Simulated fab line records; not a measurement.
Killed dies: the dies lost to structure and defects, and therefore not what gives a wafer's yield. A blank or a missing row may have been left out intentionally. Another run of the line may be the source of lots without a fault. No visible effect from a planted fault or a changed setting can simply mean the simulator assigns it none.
A struck lot beside a sound one    flow sky130    44 out of 708 route steps
Sound: the wafers L351.1, L351.2, L351.3. Wafers L365.3, L365.4, L365.6 were the ones struck. The cause is given at the end.
At each step with rows: each side's tool, then ch and its chambers, then its first start. Under that, the readings that differ: sound wafers    struck wafers    difference of the means    sigmas: that difference in standard deviations of wafers without a fault.
alike: same words and numbers on both sides, and readings whose means sit less than 2 such deviations apart. not compared: any withheld reading, any reading some wafer has no value for, any bound like >300 that may hide the same value, and any number with overlapping values for which the record gives no deviation.
Wherever a step has rows on one side only, a row that says differs or no value, or a row with sigmas, the two part there. Non-overlapping numbers with no deviation appear without sigmas and do not part them. A reading missing from all wafers of one side parts the sides only when that side holds two or more wafers.

first, 4 steps without rows for these wafers: SKY_LDD_LDN_SOFTBAKE_03 (time 60 s); SKY_LDD_LDN_EXPOSE_04 (exposes mask LDNTM, target cd 700 nm); SKY_LDD_LDN_PEB_05; SKY_LDD_LDN_DEVELOP_06 (develop time 60 s).
SKY_LDD_LDN_OVL_MEAS_07:
  sound on overlay-02, day 23 03:43; struck on overlay-01, day 28 13:20
  alike: LDD_LDN_OVL
then, 4 steps without rows for these wafers: SKY_LDD_LDN_IMPLANT_08; SKY_LDD_LDN_IMPLANT_09; SKY_LDD_LDN_IMPLANT_10; SKY_LDD_LDN_IMPLANT_11.
SKY_LDD_LDN_STRIP_12: strips in O2/N2.
  sound on plasma_asher-03 ch 0,1, day 23 04:20; struck on plasma_asher-02 ch 0,1, day 28 13:59
reading                       sound              struck             difference  sigmas
strip_time_to_endpoint_s (s)  14.20 14.25 14.18  14.11 14.12 14.11  -0.10       -3
  alike: drypump_motor_current_A, oes_product_au
  not compared: rf_hours_counter_h
SKY_LDD_LDN_TW_MEAS_13:
  sound on film_metro-01, day 23 04:26; struck on film_metro-03, day 28 14:05
reading     sound           struck          difference  sigmas
LDD_LDN_TW  1484 1491 1485  1454 1446 1447  -38         -2
then, 1 step without rows for these wafers: SKY_LDD_LDN_CLEAN_14 (cleans in SC1/SC2, time 150 s).
SKY_SPACER_CVD_00: deposits Si3N4 from DCS/NH3, target thk 43.1 nm, time 740 s.
  sound on lpcvd-02 ch 1, day 23 04:51; struck on lpcvd-02 ch 0, day 28 14:10
reading                                   sound              struck             difference  sigmas
spike_tc_bottom_C (C)                     792 791 794        771 772 772        -21         -5
spike_tc_centre_C (C)                     772.3 771.6 771.2  759.6 758.1 758.8  -12.9       -12
spike_tc_lower_C (C)                      769.2 770.6 771.2  754.7 755.2 755.9  -15.1       -12
spike_tc_top_C (C)                        785.4 784.3 783.6  772.2 772.8 771.8  -12.2       -11
spike_tc_upper_C (C)                      770.4 770.0 768.5  756.6 754.2 753.4  -14.9       -11
susceptor_temp_C (C)                      769.7 770.0 769.7  756.5 756.4 756.6  -13.3       -37
zone_power_centre_pct (%)                 15.38 15.16 15.35  14.62 14.91 14.65  -0.57       -3
model.Si3N4_of_SPACER_CVD_00.thk_nm (nm)  43.52 42.95 43.27  33.08 32.86 33.27  -10.18      
SKY_SPACER_THK_MEAS_01:
  sound on film_metro-02, day 23 06:04; struck on film_metro-03, day 28 16:00
reading                 sound           struck          difference  sigmas
SPACER_CVD_00_THK (nm)  43.5 43.0 43.3  33.1 32.8 33.2  -10.2       -23
SKY_SPACER_ETCHBACK_02: etches Si3N4 in CH3F/O2, stops on SiO2, time 46.7 s, target depth 45 nm.
  sound on rie_diel-01 ch 0,1,3, day 23 06:07; struck on rie_diel-01 ch 2,3, day 28 16:02
reading                   sound              struck             difference  sigmas
oes_product_au (a.u.)     0.857 0.857 0.857  0.746 0.744 0.758  -0.108      -16
model.etch.depth_nm (nm)  43.52 42.95 43.27  33.08 32.86 33.27  -10.18      
  alike: drypump_motor_current_A, throttle_valve_pct
  not compared: rf_hours_counter_h
then, 8 steps without rows for these wafers: SKY_POLY_CUT_DEHYDRATE_00 (time 60 s); SKY_POLY_CUT_HMDS_01 (prime time 60 s); SKY_POLY_CUT_COAT_02 (resist thk 60 nm); SKY_POLY_CUT_COAT_03 (resist thk 450 nm); SKY_POLY_CUT_SOFTBAKE_04 (time 90 s); SKY_POLY_CUT_EXPOSE_05 (exposes mask NPCM, target cd 270 nm); SKY_POLY_CUT_PEB_06; SKY_POLY_CUT_DEVELOP_07 (develop time 60 s).
SKY_POLY_CUT_CD_MEAS_08: the cd target is 270 nm.
  sound on cd_sem-02, day 24 12:14; struck on cd_sem-01, day 29 20:48
  alike: cd_nm
SKY_POLY_CUT_OVL_MEAS_09:
  sound on overlay-01, day 24 12:21; struck on overlay-01, day 29 20:53
  alike: POLY_CUT_OVL
SKY_POLY_CUT_ETCH_10: etches BARC in N2/H2, stops on SiO2, time 45.9 s, target depth 60 nm.
  sound on rie_diel-03 ch 1,2,3, day 24 12:23; struck on rie_diel-03 ch 0,1, day 29 20:55
  alike: drypump_motor_current_A, oes_product_au, throttle_valve_pct
  not compared: rf_hours_counter_h
SKY_POLY_CUT_ETCH_11: etches Si3N4 in CF4/CH2F2/Ar, stops on poly-Si, time 42.5 s, target depth 60 nm.
  sound on rie_diel-03 ch 1,2,3, day 24 12:26; struck on rie_diel-03 ch 0,1, day 29 20:57
  alike: ch2f2_flow_sccm, drypump_motor_current_A, oes_product_au, throttle_valve_pct
  not compared: rf_hours_counter_h
SKY_POLY_CUT_STRIP_12: strips in O2/N2.
  sound on plasma_asher-03 ch 0,1, day 24 12:28; struck on plasma_asher-02 ch 0,1, day 29 21:02
  alike: drypump_motor_current_A, oes_product_au, strip_time_to_endpoint_s
  not compared: rf_hours_counter_h
then, 7 steps without rows for these wafers: SKY_SD_P_DEHYDRATE_00 (time 60 s); SKY_SD_P_HMDS_01 (prime time 60 s); SKY_SD_P_COAT_02 (resist thk 1140 nm); SKY_SD_P_SOFTBAKE_03 (time 60 s); SKY_SD_P_EXPOSE_04 (exposes mask PSDM, target cd 380 nm); SKY_SD_P_PEB_05; SKY_SD_P_DEVELOP_06 (develop time 60 s).
SKY_SD_P_CD_MEAS_07: the cd target is 380 nm.
  sound on cd_sem-01, day 25 17:17; struck on cd_sem-02, day 31 00:27
  alike: cd_nm
SKY_SD_P_OVL_MEAS_08:
  sound on overlay-01, day 25 17:25; struck on overlay-02, day 31 00:32
  alike: SD_P_OVL
next, for these wafers, 1 step has no rows: SKY_SD_P_IMPLANT_09.
SKY_SD_P_STRIP_10: strips in O2/N2.
  sound on plasma_asher-02 ch 0,1, day 25 17:35; struck on plasma_asher-04 ch 0,1, day 31 00:45
  alike: drypump_motor_current_A, oes_product_au, strip_time_to_endpoint_s
  not compared: rf_hours_counter_h
SKY_SD_P_TW_MEAS_11:
  sound on film_metro-04, day 25 17:41; struck on film_metro-02, day 31 00:50
  alike: SD_P_TW
then, 2 steps without rows for these wafers: SKY_RES_XHIGH_DEHYDRATE_00 (time 60 s); SKY_RES_XHIGH_HMDS_01 (prime time 60 s).
-- the record jumps here: 2 days lie between the struck wafers' starts before and after (it left off in module RES_XHIGH and takes up again in module SALICIDE, whose first step shown is number 361 of the route) --
SKY_SALICIDE_CLEAN_00: cleans in HF-last, time 30 s.
  sound on wet_bench-02 ch 0, day 28 04:53; struck on wet_bench-03 ch 1, day 33 08:23
reading                                   sound             struck           difference  sigmas
model.Si3N4_of_SPACER_CVD_00.thk_nm (nm)  42.55 41.97 42.3  32.1 31.88 32.3  -10.2       
-- the record jumps here: 16 days lie between the struck wafers' starts before and after (it left off in module SALICIDE and takes up again in module PAD_OPEN, whose first step shown is number 708 of the route) --
SKY_PAD_OPEN_PROBE_99:
  sound on prober-02, day 46 00:59; struck on prober-01, day 49 13:59
reading                                  sound              struck             difference  sigmas
killed_dies                              104 91 107         61 101 77          -21         -2
model.etest.pfet_01v8.r_on_ohm_um        2952 2883 2878     2494 2521 2508     -397        
model.etest.pfet_g5v0d10v5.r_on_ohm_um   4814 4745 4720     4619 4633 4664     -121        
model.etest.nfet_g5v0d10v5.r_on_ohm_um   1909 1865 1884     1816 1857 1831     -51         
model.etest.sonos_uncharged.r_on_ohm_um  826 820.6 822.6    736.8 745.6 750.3  -78.8       
model.etest.res_pdiff.line_ohm_um        1372 1385 1382     1337 1301 1315     -62         
model.etest.pfet_01v8.drive_ua_um        191.2 192.6 195.7  228.3 227.4 233.2  +36.5       
model.etest.nfet_01v8_lvt.drive_ua_um    583.6 571.4 589.2  609.1 597.3 611.6  +24.6       
model.etest.sram_pfet_latch.drive_ua_um  141.5 141.9 143.6  175.9 169 174.9    +30.9       
  alike: killed_at_M0_to_M3, killed_at_M4_up, killed_at_contacts, killed_at_front_end, killed_at_other, killed_on_rim, killed_open, killed_short

== WHERE THEY PART ==
Earliest at SKY_LDD_LDN_STRIP_12; latest, in this record, at SKY_PAD_OPEN_PROBE_99.

WHY: what the simulator had put in
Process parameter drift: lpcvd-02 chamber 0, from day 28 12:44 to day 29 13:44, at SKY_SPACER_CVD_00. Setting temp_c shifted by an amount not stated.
